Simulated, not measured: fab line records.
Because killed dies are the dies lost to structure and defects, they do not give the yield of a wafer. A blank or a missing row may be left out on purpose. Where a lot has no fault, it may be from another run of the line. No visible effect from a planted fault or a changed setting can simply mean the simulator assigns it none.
Problem report in the 8D (eight disciplines) form, filled by code :: flow sky130 :: the parts of the form that need people (team, actions taken, sign-off) are left out

## 1. WHAT IS WRONG
Wafers free of any fault read 14.09 ohm/sq (standard deviation 0.16) for LOCAL_INTERCONNECT_TIN_RS at SKY_LOCAL_INTERCONNECT_RS_MEAS_01, against a mean of 19.05 ohm/sq on 9 wafers of 3 lots. Measured from the usual mean, that is +31 standard deviations.
The step: measures by four-point-probe.
Earliest sighting: wafer L338.4 on film metro-01 at day 36 06:01. Wafers with a number at this step in the record: 36, from 12 lots. Rule for "out", or "out of limits": more than 4 standard deviations from the usual mean. The other wafers with a number count as sound.

## 2. WHAT IT IS, AND WHAT IT ISN'T
question: which readings at this step
is: LOCAL_INTERCONNECT_TIN_RS
is not: -

question: which lots
is: L338, L339, L340
is not: L317, L318, L319, L322, L324, L327, L330, L334, L337

question: which wafers of those lots
is: all that have a number
is not: -

question: read on which gauges
is: film metro-01, film metro-04
is not: film metro-03

question: when
is: from day 36 06:01
is not: up to then (27 sound wafers)

## 3. SUSPECTS, AND WHAT RULES EACH OUT
Counting: a tool stays on the suspect list if, at a process step up to the reading, it processed all lots that are out and no sound lot following the first of them.
- the gauge at SKY_LOCAL_INTERCONNECT_RS_MEAS_01 has been ruled out. The wafers that are out were read on 2 gauges (film metro-01, film metro-04).
- pvd sputter-02 at SKY_LOCAL_INTERCONNECT_SPUTTER_00 (material TiN, target thk 100 nm, time 83.3 s): kept. It processed each lot that is out, first L338 at day 36 05:53, and no sound lot thereafter; up to then, the last sound lot it processed was L337 at day 35 22:23.
After counting, what remains is pvd sputter-02 at SKY_LOCAL_INTERCONNECT_SPUTTER_00.

## 4. THE CAUSE (what the simulator had put in)
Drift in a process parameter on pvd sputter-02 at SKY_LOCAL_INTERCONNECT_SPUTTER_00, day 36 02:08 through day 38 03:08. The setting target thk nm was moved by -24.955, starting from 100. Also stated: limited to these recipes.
Counting left only this tool.

## 5. THE CHAIN OF EFFECTS, in route order
Each row: a reading where the mean over the struck wafers with a number is more than 3 standard deviations away from the usual. Readings are gone through only where the record gives a usual standard deviation; hours: the median, over the lots, of the time from a lot's start at the first step in this table giving one to that lot's start at this step; sigmas: the change measured in usual standard deviations.
hours: 0
step: SKY_LOCAL_INTERCONNECT_RS_MEAS_01
reading: LOCAL_INTERCONNECT_TIN_RS
usual: 14.09 ohm/sq
on struck wafers: 19.05
change: +4.96
sigmas: +31

hours: 4
step: SKY_LOCAL_INTERCONNECT_THK_MEAS_02
reading: LOCAL_INTERCONNECT_TIN_THK
usual: 100.2 nm
on struck wafers: 75.2
change: -25.0
sigmas: -23

hours: 27
step: SKY_LOCAL_INTERCONNECT_METAL_ETCH_14
reading: oes product au
usual: 0.943 a.u.
on struck wafers: 0.802
change: -0.141
sigmas: -17

hours: 27
step: SKY_LOCAL_INTERCONNECT_METAL_ETCH_14
reading: throttle valve pct
usual: 21.899 %
on struck wafers: 21.992
change: +0.093
sigmas: +8.4
It contains these process steps:
- SKY_LOCAL_INTERCONNECT_METAL_ETCH_14: etches TiN in Cl2/BCl3, stops on PSG, target depth 110 nm, time 31.4 s.

## 6. WHAT WOULD HAVE CAUGHT IT SOONER
4 hours passed between the start of the fault at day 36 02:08 and the first reading out of limits at a measuring or inspecting step in this record, taken at day 36 06:01.
Tool readings at SKY_LOCAL_INTERCONNECT_SPUTTER_00 with a usual standard deviation given in the record: none out on any struck wafer, hence no alarm at a limit of 4 standard deviations on them.
Of the lots that are out (3), L339, L340 began SKY_LOCAL_INTERCONNECT_SPUTTER_00 on pvd sputter-02 after day 36 06:01. A hold on the tool at that time would have spared those 2.
